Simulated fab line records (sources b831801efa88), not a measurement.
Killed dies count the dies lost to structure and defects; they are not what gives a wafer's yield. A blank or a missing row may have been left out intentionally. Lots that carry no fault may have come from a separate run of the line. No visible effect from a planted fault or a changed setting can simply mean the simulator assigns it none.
Which tool is to blame? | flow sfqLine | 13 lots (39 wafers sampled), 1 step of a 325-step route

== WHAT THE GAUGES READ, wafer by wafer ==
No reading from a measuring or inspecting step in the record can be judged against a usual standard deviation.

== WHAT TOOL EACH LOT RAN ON (gives the tool, then ch and the chambers of the sampled wafers, and finally the start) ==
lot  | SFQ_TRILAYER_M3_BARC_OPEN_METAL_ETCH_100
L549 | rieMetal-04 ch 0,1, day 36 04:07
L550 | rieMetal-04 ch 0,1, day 36 14:55
L551 | rieMetal-01 ch 0,1, day 36 19:44
L553 | rieMetal-04 ch 1, day 37 20:43
L554 | rieMetal-02 ch 0,1, day 38 00:19
L555 | rieMetal-01 ch 0, day 38 15:53
L556 | rieMetal-01 ch 0,1, day 39 06:30
L558 | rieMetal-01 ch 0,1, day 39 17:18
L561 | rieMetal-04 ch 0,1, day 40 13:42
L568 | rieMetal-04 ch 0,1, day 42 16:07
L570 | rieMetal-02 ch 0,1, day 43 21:47
L571 | rieMetal-04 ch 0,1, day 44 11:07
L572 | rieMetal-04 ch 0,1, day 45 01:31
- SFQ_TRILAYER_M3_BARC_OPEN_METAL_ETCH_100: etches BARC in O2, target depth 125 nm, time 41.7 s.

== WHAT THE TOOLS THEMSELVES READ (means of the sampled wafers that have a number; where no wafer has one, the mark that the record gives instead) ==
SFQ_TRILAYER_M3_BARC_OPEN_METAL_ETCH_100. Usual: biasW 80.02 W, standard deviation 0.23; drypumpMotorCurrentA 5.5 A, standard deviation 0.54; oesProductAu 0.685 a.u., standard deviation 0.0049; runLengthS 70.4 s, standard deviation 0.88.
lot  | tool        | biasW (W) | drypumpMotorCurrentA (A) | oesProductAu (a.u.) | runLengthS (s) | flag
L549 | rieMetal-04 | 79.82     | 5.4                      | 0.682               | 70.4           | 
L550 | rieMetal-04 | 80.29     | 5.8                      | 0.690               | 70.7           | 
L551 | rieMetal-01 | 80.02     | 5.3                      | 0.686               | 70.4           | 
L553 | rieMetal-04 | 79.89     | 6.1                      | 0.689               | 70.7           | 
L554 | rieMetal-02 | 79.85     | 5.5                      | 0.681               | 69.7           | 
L555 | rieMetal-01 | 80.26     | 5.9                      | 0.686               | 69.5           | 
L556 | rieMetal-01 | 79.66     | 5.5                      | 0.686               | 73.1           | OFF
L558 | rieMetal-01 | 79.84     | 5.3                      | 0.705               | 68.8           | OFF
L561 | rieMetal-04 | 80.06     | 5.8                      | 0.688               | 70.7           | 
L568 | rieMetal-04 | 79.98     | 5.8                      | 0.684               | 70.7           | 
L570 | rieMetal-02 | 79.95     | 5.5                      | 0.687               | 69.9           | 
L571 | rieMetal-04 | 80.23     | 5.8                      | 0.686               | 70.8           | 
L572 | rieMetal-04 | 80.33     | 5.8                      | 0.684               | 70.6           | 

== THE ANSWER, worked out from the rows above alone ==
Rule: a lot counts as off when the mean over its wafers that have a number is more than 3 standard deviations away from the usual mean. A lot without any number at a reading at which 4 lots or more have one is off too. Where the step has rows for the other lots, those lots are counted as sound. Order of review: gauges by route order, followed by the tools' own readings, for which a lot's mean as printed above is used. At the first step where some lot is off, the reading lying furthest off is the one used; lots without a number count as furthest.
Off, at SFQ_TRILAYER_M3_BARC_OPEN_METAL_ETCH_100 on oesProductAu: L558.
If a tool, at that step or one of the process steps before it, ran each lot that is off and ran no sound lot following the first of them, it fits. One fits: rieMetal-01 at SFQ_TRILAYER_M3_BARC_OPEN_METAL_ETCH_100. A fault onset in the window from L556 (day 39 06:30, its last sound lot) to L558 (day 39 17:18, its first lot off) fits.
The tool's own readings at SFQ_TRILAYER_M3_BARC_OPEN_METAL_ETCH_100 bear it out: on the lots that are off they differ by more than 5 times the standard deviation of the sound lots' means. oesProductAu reads 0.705 a.u. there against 0.686 a.u. on the sound lots.

== WHAT THE SIMULATOR PUT IN ==
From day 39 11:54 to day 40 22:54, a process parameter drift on rieMetal-01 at SFQ_TRILAYER_M3_BARC_OPEN_METAL_ETCH_100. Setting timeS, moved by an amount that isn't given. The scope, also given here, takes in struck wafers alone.
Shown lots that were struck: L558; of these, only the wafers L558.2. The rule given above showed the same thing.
